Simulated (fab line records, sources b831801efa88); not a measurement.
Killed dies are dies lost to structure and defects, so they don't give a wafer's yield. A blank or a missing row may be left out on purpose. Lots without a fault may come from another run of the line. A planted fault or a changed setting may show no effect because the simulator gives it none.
Which tool did it? | flow gf180mcu | 12 lots, 36 wafers sampled, at 6 steps of a route of 602

WHAT THE GAUGES READ, wafer by wafer
GF_V2_THK_MEAS_03. Usual: V2_CVD_02_THK 849 nm, standard deviation 14.
lot  | measured     | on            | V2_CVD_02_THK (nm) | flag
L769 | day 19 00:44 | film_metro-04 | 853 856 853        |
L770 | day 19 06:58 | film_metro-04 | 835 854 863        |
L773 | day 20 18:16 | film_metro-01 | 851 874 863        |
L775 | day 21 14:12 | film_metro-04 | 840 853 861        |
L783 | day 24 17:17 | film_metro-03 | 837 840 856        |
L784 | day 24 21:54 | film_metro-04 | 825 820 836        |
L785 | day 25 02:16 | film_metro-01 | 844 848 852        |
L786 | day 25 07:36 | film_metro-04 | 841 865 860        |
L787 | day 25 17:56 | film_metro-01 | 864 879 855        |
L789 | day 26 06:52 | film_metro-03 | 851 856 867        |
L791 | day 26 23:57 | film_metro-04 | 852 859 844        |
L792 | day 27 04:30 | film_metro-04 | 858 863 848        |

GF_V2_CD_MEAS_14: target cd 260 nm. Usual: cd_nm 259.7 nm, standard deviation 1.
lot  | measured     | on        | cd_nm (nm)        | flag
L769 | day 20 01:47 | cd_sem-02 | 258.5 258.2 258.1 |
L770 | day 20 07:25 | cd_sem-02 | 258.6 258.8 259.4 |
L773 | day 21 18:34 | cd_sem-01 | 257.7 257.4 257.6 |
L775 | day 22 14:20 | cd_sem-01 | 259.7 259.0 257.6 |
L783 | day 25 15:19 | cd_sem-02 | 257.3 260.3 258.1 |
L784 | day 25 19:28 | cd_sem-01 | 260.2 260.5 261.1 |
L785 | day 25 23:50 | cd_sem-02 | 260.7 261.1 260.7 |
L786 | day 26 04:34 | cd_sem-01 | 261.8 262.0 261.0 |
L787 | day 26 14:38 | cd_sem-01 | 260.6 260.2 258.8 |
L789 | day 27 03:50 | cd_sem-01 | 259.4 258.7 260.0 |
L791 | day 27 20:38 | cd_sem-02 | 260.8 261.1 259.2 |
L792 | day 28 01:04 | cd_sem-01 | 259.8 259.8 259.4 |

GF_M3_RS_MEAS_05: measures by four-point-probe. Usual: M3_ALCU_RS 0.0699 ohm/sq, standard deviation 0.00093.
lot  | measured     | on            | M3_ALCU_RS (ohm/sq)  | flag
L769 | day 20 03:31 | film_metro-01 | 0.0695 0.0690 0.0694 |
L770 | day 20 09:11 | film_metro-02 | 0.0702 0.0703 0.0709 |
L773 | day 21 20:18 | film_metro-01 | 0.0718 0.0714 0.0717 |
L775 | day 22 16:04 | film_metro-02 | 0.0780 0.0762 0.0717 | OFF
L783 | day 25 17:05 | film_metro-01 | 0.0693 0.0687 0.0692 |
L784 | day 25 21:14 | film_metro-03 | 0.0702 0.0686 0.0705 |
L785 | day 26 01:46 | film_metro-01 | 0.0704 0.0696 0.0684 |
L786 | day 26 06:18 | film_metro-02 | 0.0698 0.0691 0.0692 |
L787 | day 26 16:22 | film_metro-01 | 0.0711 0.0694 0.0706 |
L789 | day 27 05:40 | film_metro-02 | 0.0686 0.0703 0.0688 |
L791 | day 27 22:22 | film_metro-01 | 0.0693 0.0695 0.0682 |
L792 | day 28 02:47 | film_metro-03 | 0.0700 0.0710 0.0705 |

GF_M3_THK_MEAS_06: measures by xrf. Usual: M3_ALCU_THK 451 nm, standard deviation 6.2.
lot  | measured     | on            | M3_ALCU_THK (nm) | flag
L769 | day 20 03:38 | film_metro-01 | 454 457 455      |
L770 | day 20 09:18 | film_metro-02 | 448 447 446      |
L773 | day 21 20:25 | film_metro-01 | 443 444 440      |
L775 | day 22 16:10 | film_metro-02 | 407 416 441      | OFF
L783 | day 25 17:11 | film_metro-01 | 456 459 457      |
L784 | day 25 21:22 | film_metro-03 | 450 460 450      |
L785 | day 26 01:53 | film_metro-01 | 450 450 459      |
L786 | day 26 06:25 | film_metro-02 | 450 455 456      |
L787 | day 26 16:28 | film_metro-01 | 444 456 445      |
L789 | day 27 05:47 | film_metro-02 | 462 451 461      |
L791 | day 27 22:29 | film_metro-01 | 455 453 464      |
L792 | day 28 02:53 | film_metro-03 | 450 440 445      |

WHICH TOOL RAN EACH LOT (tool, then ch and the chambers of the sampled wafers, then the start)
lot  | GF_V2_CMP_26                  | GF_M3_SPUTTER_02
L769 | cmp-02 ch 1,2,3, day 20 02:59 | pvd_sputter-04, day 20 03:25
L770 | cmp-01 ch 1,2, day 20 08:40   | pvd_sputter-03, day 20 09:05
L773 | cmp-01 ch 0,2,3, day 21 19:49 | pvd_sputter-03, day 21 20:11
L775 | cmp-02 ch 0,2,3, day 22 15:37 | pvd_sputter-03, day 22 15:56
L783 | cmp-01 ch 0,2,3, day 25 16:35 | pvd_sputter-02, day 25 16:58
L784 | cmp-01 ch 0,2,3, day 25 20:46 | pvd_sputter-02, day 25 21:09
L785 | cmp-02 ch 0,1,3, day 26 01:17 | pvd_sputter-02, day 26 01:40
L786 | cmp-01 ch 0,1,2, day 26 05:51 | pvd_sputter-04, day 26 06:11
L787 | cmp-01 ch 1,2, day 26 15:48   | pvd_sputter-03, day 26 16:14
L789 | cmp-02 ch 0,1,3, day 27 05:15 | pvd_sputter-02, day 27 05:35
L791 | cmp-01 ch 0,1,3, day 27 21:53 | pvd_sputter-03, day 27 22:16
L792 | cmp-01 ch 1,3, day 28 02:17   | pvd_sputter-03, day 28 02:40
- GF_V2_CMP_26: polishes, stops on SiO2, t overpolish 15 s, target thk 0 nm.
- GF_M3_SPUTTER_02: material AlCu, target thk 450 nm, time 23.9 s.

WHAT THE TOOLS THEMSELVES READ (means of the sampled wafers that have a number; where no wafer has one, the mark that the record gives instead)
GF_V2_CMP_26. Usual: motor_current_A 10.8 A, standard deviation 0.94; overpolish_run_s 15.000 s, standard deviation 0.0089; time_to_endpoint_s 84 s, standard deviation 3.3.
lot  | tool   | motor_current_A (A) | overpolish_run_s (s) | time_to_endpoint_s (s) | flag
L769 | cmp-02 | 10.5                | 15.004               | 84                     |
L770 | cmp-01 | 11.2                | 14.992               | 87                     |
L773 | cmp-01 | 10.6                | 15.002               | 86                     |
L775 | cmp-02 | 10.4                | 15.004               | 85                     |
L783 | cmp-01 | 10.9                | 15.007               | 82                     |
L784 | cmp-01 | 11.1                | 15.000               | 84                     |
L785 | cmp-02 | 9.6                 | 14.995               | 81                     |
L786 | cmp-01 | 10.9                | 14.997               | 85                     |
L787 | cmp-01 | 11.6                | 15.007               | 86                     |
L789 | cmp-02 | 9.9                 | 14.999               | 83                     |
L791 | cmp-01 | 11.5                | 15.001               | 81                     |
L792 | cmp-01 | 11.6                | 15.004               | 84                     |

GF_M3_SPUTTER_02. Usual: throttle_valve_pct 29.5 %, standard deviation 0.64.
lot  | tool           | throttle_valve_pct (%) | flag
L769 | pvd_sputter-04 | 29.9                   |
L770 | pvd_sputter-03 | 29.3                   |
L773 | pvd_sputter-03 | 29.4                   |
L775 | pvd_sputter-03 | 29.4                   |
L783 | pvd_sputter-02 | 29.6                   |
L784 | pvd_sputter-02 | 29.8                   |
L785 | pvd_sputter-02 | 29.8                   |
L786 | pvd_sputter-04 | 30.1                   |
L787 | pvd_sputter-03 | 29.1                   |
L789 | pvd_sputter-02 | 29.0                   |
L791 | pvd_sputter-03 | 29.2                   |
L792 | pvd_sputter-03 | 29.4                   |

THE ANSWER, worked out from the rows above alone
Rule: a lot is off if the mean of its wafers that have a number lies more than 3 standard deviations from the usual mean. A lot without any number at a reading at which 4 lots or more have one is off too. The other lots that the step has rows for count as sound. The gauges are gone through in route order, then the tools' own readings, and for those a lot's mean is taken as printed above. The first step at which some lot is off is used, and at that step the reading that is off furthest; a lot without a number counts as furthest.
Off: L775, at GF_M3_RS_MEAS_05 (M3_ALCU_RS).
A tool fits if, at a process step before that reading, it ran every lot that is off, and no sound lot after the first of them. The gauges at GF_M3_RS_MEAS_05 are tried like those tools. None of those tried fits.

WHAT THE SIMULATOR HAD PUT IN
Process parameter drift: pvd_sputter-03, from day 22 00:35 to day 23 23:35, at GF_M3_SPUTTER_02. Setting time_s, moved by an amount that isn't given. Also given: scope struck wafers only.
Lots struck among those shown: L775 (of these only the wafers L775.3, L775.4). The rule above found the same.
